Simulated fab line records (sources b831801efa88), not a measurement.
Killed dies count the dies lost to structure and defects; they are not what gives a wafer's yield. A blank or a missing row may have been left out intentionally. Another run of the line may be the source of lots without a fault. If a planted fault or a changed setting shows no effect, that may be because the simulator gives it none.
2 desks looking at one fault / flow gf180mcu / numbers are kept per desk, each desk with only its own; the story behind them comes last

## FROM THE METROLOGY DESK
What the gauges read, lot by lot, whatever tool the lot ran on: means of the sampled wafers that have a number. A lot is out of limits, marked OUT, if its mean lies more than 4 standard deviations from the usual mean; the brackets give that distance.
Columns: A = cd nm at GF_V2_CD_MEAS_14, usual 259.8 nm; B = V2_OVL at GF_V2_OVL_MEAS_15, usual 2 nm; C = V2_W_RS at GF_V2_RS_MEAS_24, usual 0.327 ohm/sq
lot=L616; first seen here=day 21 01:00; A=260.4; B=12; C=0.328
lot=L617; first seen here=day 21 14:49; A=258.8; B=4; C=0.322
lot=L630; first seen here=day 25 23:35; A=259.2; B=4; C=0.324
lot=L631; first seen here=day 26 07:44; A=259.8; B=7; C=0.321
lot=L633; first seen here=day 26 19:41; A=261.1; B=7; C=0.328
lot=L632; first seen here=day 26 20:02; A=261.7; B=7; C=0.324
This desk's verdict: no lot among the 6 shows anything out of limits.

## THE TOOL OWNER'S DESK: cvd w-02
The tool's own readings at GF_V2_CVD_23 (deposits W, target thk 350 nm, time 104.94 s): means of the sampled wafers that have a number, for each lot that ran on this tool. A lot is out of limits, marked OUT, if its mean lies more than 4 standard deviations from the usual mean; the brackets give that distance.
Columns: A = chamber pressure Torr at GF_V2_CVD_23, usual 40.00 Torr; B = heater power w at GF_V2_CVD_23, usual 929 W
lot=L617; first seen here=day 21 15:49; A=39.92; B=882
lot=L630; first seen here=day 26 00:30; A=40.07; B=912
lot=L631; first seen here=day 26 08:41; A=40.53 (+6.3) OUT; B=896
lot=L632; first seen here=day 26 20:58; A=41.52 (+18) OUT; B=969
Finding of this desk: L631, L632 out of limits; the first was L631 at day 26 08:41, on chamber pressure Torr at GF_V2_CVD_23. In limits: L617, L630.

## TAKEN TOGETHER
At day 26 08:41, on L631, L632, the tool owner's desk was in a position to raise an alarm.
Metrology desk: nothing out of limits seen.
The metrology desk has L631, L632 on record, within its limits.
Every lot named ran GF_V2_CVD_23 on cvd w-02.

## WHAT THE SIMULATOR HAD PUT IN
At GF_V2_CVD_23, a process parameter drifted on cvd w-02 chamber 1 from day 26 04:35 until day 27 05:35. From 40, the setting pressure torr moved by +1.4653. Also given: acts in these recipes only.
Shown lots that were struck: L631, L632.
Delay in hours, fault start to first out-of-limits reading, by desk: the tool owner's desk at 4.
